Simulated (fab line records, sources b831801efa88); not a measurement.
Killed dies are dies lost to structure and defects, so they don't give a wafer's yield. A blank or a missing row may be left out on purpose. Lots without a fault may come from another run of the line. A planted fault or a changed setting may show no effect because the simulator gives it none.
Chamber matching | flow sky130 | SKY_VIA3_CMP_02 on cmp-01: 4 sister chambers
The step polishes SiO2. 14 wafers are shown with their chamber, then 7 later ones without.

WAFERS WITH THEIR CHAMBER
wafer  | chamber | motor_current_A (A)
L110.1 | 1       | 10.7
L110.2 | 0       | 14.1
L110.3 | 2       | 10.7
L111.2 | 0       | 12.8
L111.4 | 3       | 14.5
L111.5 | 3       | 13.6
L113.1 | 2       | 10.8
L113.4 | 1       | 10.4
L113.5 | 1       | 10.4
L114.2 | 3       | 13.7
L114.4 | 1       | 10.9
L114.6 | 3       | 13.9
L121.2 | 0       | 12.6
L121.3 | 3       | 14.1

SIGNATURES (means of the wafers above)
reading         | chamber 0 | chamber 1 | chamber 2 | chamber 3 | scatter within a chamber
motor_current_A | 13.167    | 10.600    | 10.750    | 13.960    | 0.45
Rule: a wafer's distance from a chamber is the root of the sum, over the readings, of the square of ((its reading less the chamber's mean) divided by the reading's scatter). The wafer belongs to the nearest chamber; if the next one is less than 2 further off, it can't be placed. The scatter: the root of (the sum of the squares of (reading less its chamber's mean) over the shown wafers, divided by (wafers less chambers)).

WAFERS WITHOUT THEIR CHAMBER
wafer  | motor_current_A (A)
L121.4 | 10.3
L123.2 | 10.3
L123.4 | 14.3
L123.5 | 10.8
L124.2 | 13.0
L124.3 | 10.5
L124.5 | 10.6

WHICH CHAMBER EACH WENT THROUGH
wafer  | from the rows above     | in truth
L121.4 | can't be placed: 1 or 2 | 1
L123.2 | can't be placed: 1 or 2 | 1
L123.4 | can't be placed: 3 or 0 | 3
L123.5 | can't be placed: 2 or 1 | 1
L124.2 | can't be placed: 0 or 3 | 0
L124.3 | can't be placed: 1 or 2 | 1
L124.5 | can't be placed: 1 or 2 | 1
Placed correctly: 0 of 7. Can't be placed from these rows: 7 (the true chamber is among the candidates in 7). Placed wrongly: 0.
